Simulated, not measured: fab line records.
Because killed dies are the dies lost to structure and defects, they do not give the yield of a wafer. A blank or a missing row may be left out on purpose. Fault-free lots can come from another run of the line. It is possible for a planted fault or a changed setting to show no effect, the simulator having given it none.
Chamber matching || flow gf180mcu || cmp-02 running GF_V1_CMP_04: 4 sister chambers
The step polishes SiO2. 8 wafers are shown with their chamber, then 12 later ones without.

== EACH WAFER AND ITS CHAMBER ==
{"wafer": "L077.6", "chamber": 0, "motor_current_A (A)": 15.3, "time_to_endpoint_s (s)": 79}
{"wafer": "L078.3", "chamber": 0, "motor_current_A (A)": 15.8, "time_to_endpoint_s (s)": 79}
{"wafer": "L081.5", "chamber": 3, "motor_current_A (A)": 10.3, "time_to_endpoint_s (s)": 77}
{"wafer": "L082.4", "chamber": 1, "motor_current_A (A)": 14.3, "time_to_endpoint_s (s)": 86}
{"wafer": "L082.6", "chamber": 2, "motor_current_A (A)": 10.9, "time_to_endpoint_s (s)": 87}
{"wafer": "L084.2", "chamber": 3, "motor_current_A (A)": 10.3, "time_to_endpoint_s (s)": 80}
{"wafer": "L084.3", "chamber": 1, "motor_current_A (A)": 14.8, "time_to_endpoint_s (s)": 77}
{"wafer": "L084.4", "chamber": 2, "motor_current_A (A)": 10.7, "time_to_endpoint_s (s)": 83}

== WAFERS WITH NO CHAMBER GIVEN ==
{"wafer": "L089.1", "motor_current_A (A)": 14.7, "time_to_endpoint_s (s)": 87}
{"wafer": "L089.4", "motor_current_A (A)": 11.0, "time_to_endpoint_s (s)": 91}
{"wafer": "L089.6", "motor_current_A (A)": 11.3, "time_to_endpoint_s (s)": 88}
{"wafer": "L091.1", "motor_current_A (A)": 10.6, "time_to_endpoint_s (s)": 74}
{"wafer": "L091.2", "motor_current_A (A)": 14.8, "time_to_endpoint_s (s)": 82}
{"wafer": "L091.6", "motor_current_A (A)": 10.7, "time_to_endpoint_s (s)": 77}
{"wafer": "L093.4", "motor_current_A (A)": 14.7, "time_to_endpoint_s (s)": 78}
{"wafer": "L093.5", "motor_current_A (A)": 14.8, "time_to_endpoint_s (s)": 78}
{"wafer": "L093.6", "motor_current_A (A)": 10.3, "time_to_endpoint_s (s)": 76}
{"wafer": "L094.1", "motor_current_A (A)": 16.5, "time_to_endpoint_s (s)": 75}
{"wafer": "L094.5", "motor_current_A (A)": 14.4, "time_to_endpoint_s (s)": 86}
{"wafer": "L094.6", "motor_current_A (A)": 11.7, "time_to_endpoint_s (s)": 89}

== WHICH CHAMBER EACH ONE RAN IN ==
{"wafer": "L089.1", "from the rows above": 1, "in truth": 1}
{"wafer": "L089.4", "from the rows above": 2, "in truth": 2}
{"wafer": "L089.6", "from the rows above": 2, "in truth": 2}
{"wafer": "L091.1", "from the rows above": "can't be placed: 3 or 2", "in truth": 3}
{"wafer": "L091.2", "from the rows above": 1, "in truth": 1}
{"wafer": "L091.6", "from the rows above": "can't be placed: 3 or 2", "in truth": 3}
{"wafer": "L093.4", "from the rows above": 1, "in truth": 1}
{"wafer": "L093.5", "from the rows above": "can't be placed: 1 or 0", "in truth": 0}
{"wafer": "L093.6", "from the rows above": 3, "in truth": 3}
{"wafer": "L094.1", "from the rows above": 0, "in truth": 0}
{"wafer": "L094.5", "from the rows above": 1, "in truth": 1}
{"wafer": "L094.6", "from the rows above": 2, "in truth": 2}
Placed correctly: 9 of 12. These rows do not allow placing 3 (true chamber among the candidates in 3). Number placed wrongly: 0.
How it was worked out, from the rows above alone: a wafer's distance from a chamber is the root of the sum, over the readings, of the square of ((its reading less the chamber's mean) divided by the reading's scatter). If the next closest chamber is less than 2 further off than the closest, the wafer can't be placed; otherwise it belongs to the closest. A chamber's mean is the mean of its shown wafers. The scatter: the root of (the sum of the squares of (reading less its chamber's mean) over the shown wafers, divided by (wafers less chambers)).
